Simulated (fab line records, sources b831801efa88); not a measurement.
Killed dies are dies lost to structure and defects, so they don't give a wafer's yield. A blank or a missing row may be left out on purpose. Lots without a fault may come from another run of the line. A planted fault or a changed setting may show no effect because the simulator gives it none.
Tool commonality check | flow gf180mcu | 14 lots, 42 wafers sampled

WHY IT WAS OPENED
At GF_V3_THK_MEAS_01 the reading V3_CVD_00_THK is flagged on 2 of 14 lots. Wafers without a fault read 599 nm, standard deviation 5.1.
Rule: a lot is flagged when every wafer of it that has a number lies more than 4 standard deviations from that mean, or none has a number. The other lots count as sound.

lot  | measured     | on            | V3_CVD_00_THK (nm), wafer by wafer | flag
L316 | day 21 21:52 | film_metro-02 | 591 605 594                        |
L317 | day 22 05:31 | film_metro-01 | 610 607 604                        |
L318 | day 22 11:47 | film_metro-04 | 613 604 606                        |
L320 | day 23 06:37 | film_metro-04 | 600 596 590                        |
L321 | day 23 15:23 | film_metro-04 | 604 589 595                        |
L322 | day 24 01:23 | film_metro-04 | 605 607 601                        |
L323 | day 24 10:10 | film_metro-04 | 602 594 594                        |
L324 | day 24 17:32 | film_metro-04 | 604 598 596                        |
L326 | day 25 10:13 | film_metro-04 | 511 510 507                        | FLAGGED
L327 | day 25 15:07 | film_metro-02 | 511 511 503                        | FLAGGED
L335 | day 27 23:55 | film_metro-04 | 592 589 591                        |
L336 | day 28 11:31 | film_metro-01 | 596 604 596                        |
L337 | day 28 20:17 | film_metro-01 | 605 595 599                        |
L338 | day 29 00:51 | film_metro-01 | 598 604 593                        |
The numbers of the flagged lots are 509 nm on average: -90 nm against the usual, or -18 standard deviations.

WHICH TOOL RAN EACH LOT
The record holds 1 process step before the reading, out of a route of 602 steps. In each cell: the tool, then ch and the chambers that the sampled wafers went through, then the start.
lot  | flag    | GF_V3_CVD_00
L316 |         | hdpcvd-02 ch 0,1, day 21 21:47
L317 |         | hdpcvd-01 ch 0,1,2, day 22 05:26
L318 |         | hdpcvd-01 ch 0,1,2, day 22 11:43
L320 |         | hdpcvd-02 ch 0,1, day 23 06:32
L321 |         | hdpcvd-02 ch 0,1,2, day 23 15:18
L322 |         | hdpcvd-02 ch 0,1,2, day 24 01:18
L323 |         | hdpcvd-02 ch 0,2, day 24 10:05
L324 |         | hdpcvd-01 ch 0,1,2, day 24 17:28
L326 | FLAGGED | hdpcvd-02 ch 1,2, day 25 10:07
L327 | FLAGGED | hdpcvd-02 ch 0,1,2, day 25 15:03
L335 |         | hdpcvd-02 ch 0,1, day 27 23:50
L336 |         | hdpcvd-02 ch 0,2, day 28 11:25
L337 |         | hdpcvd-01 ch 0,2, day 28 20:11
L338 |         | hdpcvd-02 ch 0,2, day 29 00:47
What these steps do:
- GF_V3_CVD_00: deposits SiO2, target thk 600 nm, time 100 s.
- GF_V3_THK_MEAS_01

FLAGGED OVER TOTAL, TOOL BY TOOL (the gauges that took the reading come last)
step              | tool          | lots run | flagged | share of the flagged lots | sound lots run after its first flagged lot
GF_V3_CVD_00      | hdpcvd-01     | 4        | 0       | none                      | -
GF_V3_CVD_00      | hdpcvd-02     | 10       | 2       | all                       | 3 (L335,L336,L338)
GF_V3_THK_MEAS_01 | film_metro-01 | 4        | 0       | none                      | -
GF_V3_THK_MEAS_01 | film_metro-02 | 2        | 1       | some                      | 0
GF_V3_THK_MEAS_01 | film_metro-04 | 8        | 1       | some                      | 1 (L335)

WHAT THE TABLE ALLOWS
1 row of the table ran every flagged lot: hdpcvd-02 at GF_V3_CVD_00.
- hdpcvd-02 at GF_V3_CVD_00: 2 of its 10 lots flagged. Sound lots ran on it after the first flagged one (L335, L336, L338), which a lasting fault on the whole tool wouldn't allow. Its own readings lie more than 4 standard deviations out on every wafer of the flagged lots: sih4_flow_sccm.
No row of the table ran every flagged lot and no sound lot after the first.

WHAT THE SIMULATOR HAD PUT IN
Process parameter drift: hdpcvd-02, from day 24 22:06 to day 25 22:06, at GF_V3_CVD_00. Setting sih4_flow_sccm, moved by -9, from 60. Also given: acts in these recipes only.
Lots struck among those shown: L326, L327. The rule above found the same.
